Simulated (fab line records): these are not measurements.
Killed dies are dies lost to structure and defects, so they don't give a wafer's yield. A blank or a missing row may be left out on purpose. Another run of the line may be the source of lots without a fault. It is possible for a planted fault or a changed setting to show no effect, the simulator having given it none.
Comparing a struck lot with a sound one    flow sky130    23 steps out of a route of 708
Sound: wafers L693.1, L693.2, L693.6. Struck: wafers L710.1, L710.2, L710.6. The cause comes at the end.
At each step with rows: each side's tool, then ch and its chambers, then its first start. Under that, the readings that differ: sound wafers    struck wafers    difference of the means    sigmas: that difference in standard deviations of wafers without a fault.
alike: same words and numbers on both sides, and readings whose means sit less than 2 such deviations apart. not compared: any withheld reading, any reading some wafer has no value for, any bound like >300 that may hide the same value, and any number with overlapping values for which the record gives no deviation.
The two part at a step that has a row with sigmas, a row that says differs or no value, or rows on one side only. Non-overlapping numbers with no deviation appear without sigmas and do not part them. Lack of a reading on every wafer of one side parts them only where that side has two or more wafers.

SKY_LOCAL_INTERCONNECT_STRIP_15: strips in O2/N2.
  sound on plasma asher-02 ch 0,1, day 32 16:19; struck on plasma asher-01 ch 0,1, day 37 02:13
  alike: drypump motor current A, oes product au, strip time to endpoint s
  not compared: rf hours counter h
then, 3 steps without rows for these wafers: SKY_LOCAL_INTERCONNECT_STRIP_16 (strips in post etch residue remover, time 1200 s); SKY_LOCAL_INTERCONNECT_CLEAN_17 (cleans in IPA, time 180 s); SKY_LOCAL_INTERCONNECT_CLEAN_18 (cleans in O3/DIW).
SKY_CONTACT_CVD_00: deposits Si3N4, target thk 75 nm.
  sound on pecvd-03 ch 0,2, day 32 16:56; struck on pecvd-02 ch 0,1,2, day 37 02:48
  alike: heater power w
SKY_CONTACT_THK_MEAS_01:
  sound on film metro-02, day 32 16:58; struck on film metro-02, day 37 02:50
  alike: CONTACT_CVD_00_THK
then, 1 step without rows for these wafers: SKY_CONTACT_HDPCVD_02 (deposits SiO2, target thk 565 nm, time 94.2 s).
SKY_CONTACT_THK_MEAS_03:
  sound on film metro-04, day 32 17:05; struck on film metro-01, day 37 02:58
  alike: CONTACT_HDPCVD_THK
SKY_CONTACT_CMP_04: polishes SiO2.
  sound on cmp-02 ch 0,1, day 32 17:19; struck on cmp-01 ch 0,1, day 37 03:05
  alike: motor current A, platen rpm, time to endpoint s
SKY_CONTACT_BOW_MEAS_05:
  sound on film metro-01, day 32 17:34; struck on film metro-02, day 37 03:20
  alike: CONTACT_BOW
then, 2 steps without rows for these wafers: SKY_CONTACT_DEHYDRATE_06 (time 60 s); SKY_CONTACT_HMDS_07 (prime time 60 s).
SKY_CONTACT_COAT_08: resist thk 60 nm.
  sound on litho track-03 ch 0, day 33 07:08; struck on litho track-01 ch 0, day 37 16:22
  not compared: resist line temp C
then, 5 steps without rows for these wafers: SKY_CONTACT_COAT_09 (resist thk 450 nm); SKY_CONTACT_SOFTBAKE_10 (time 90 s); SKY_CONTACT_EXPOSE_11 (exposes mask CTM1, target cd 170 nm); SKY_CONTACT_PEB_12; SKY_CONTACT_DEVELOP_13 (develop time 60 s).
SKY_CONTACT_CD_MEAS_14 targets a cd of 170 nm.
  sound on cd sem-02, day 33 20:46; struck on cd sem-02, day 38 05:34
  alike: cd nm
SKY_CONTACT_OVL_MEAS_15:
  sound on overlay-01, day 33 20:53; struck on overlay-01, day 38 05:41
  alike: CONTACT_OVL
SKY_CONTACT_ETCH_16: etches BARC in N2/H2, stops on SiO2, time 45.9 s, target depth 60 nm.
  sound on rie diel-01 ch 0,2,3, day 33 20:55; struck on rie diel-04 ch 0,3, day 38 05:43
reading                      sound              struck             difference  sigmas
drypump motor current A (A)  5.4 5.6 5.3        6.5 6.2 6.5        +1.0        +2
oes product au (a.u.)        0.852 0.858 0.849  0.870 0.866 0.869  +0.015      +3
model.etch.depth nm (nm)     60.09 60.09 60.26  62.27 61.89 61.91  +1.88       
  alike: throttle valve pct
  not compared: rf hours counter h
SKY_CONTACT_ETCH_17: etches SiO2 in C4F8/O2/Ar, stops on Si3N4, target depth 340 nm.
  sound on rie diel-01 ch 0,2,3, day 33 20:58; struck on rie diel-04 ch 0,3, day 38 05:46
  alike: oes product au
following that, these wafers have no rows for 1 step: SKY_PAD_OPEN_PROBE_99.

== WHERE THEY PART ==
SKY_CONTACT_ETCH_16 only, going by this record. Later steps at which nothing parts them and some readings are alike: SKY_CONTACT_ETCH_17.

WHY: what had been put in by the simulator
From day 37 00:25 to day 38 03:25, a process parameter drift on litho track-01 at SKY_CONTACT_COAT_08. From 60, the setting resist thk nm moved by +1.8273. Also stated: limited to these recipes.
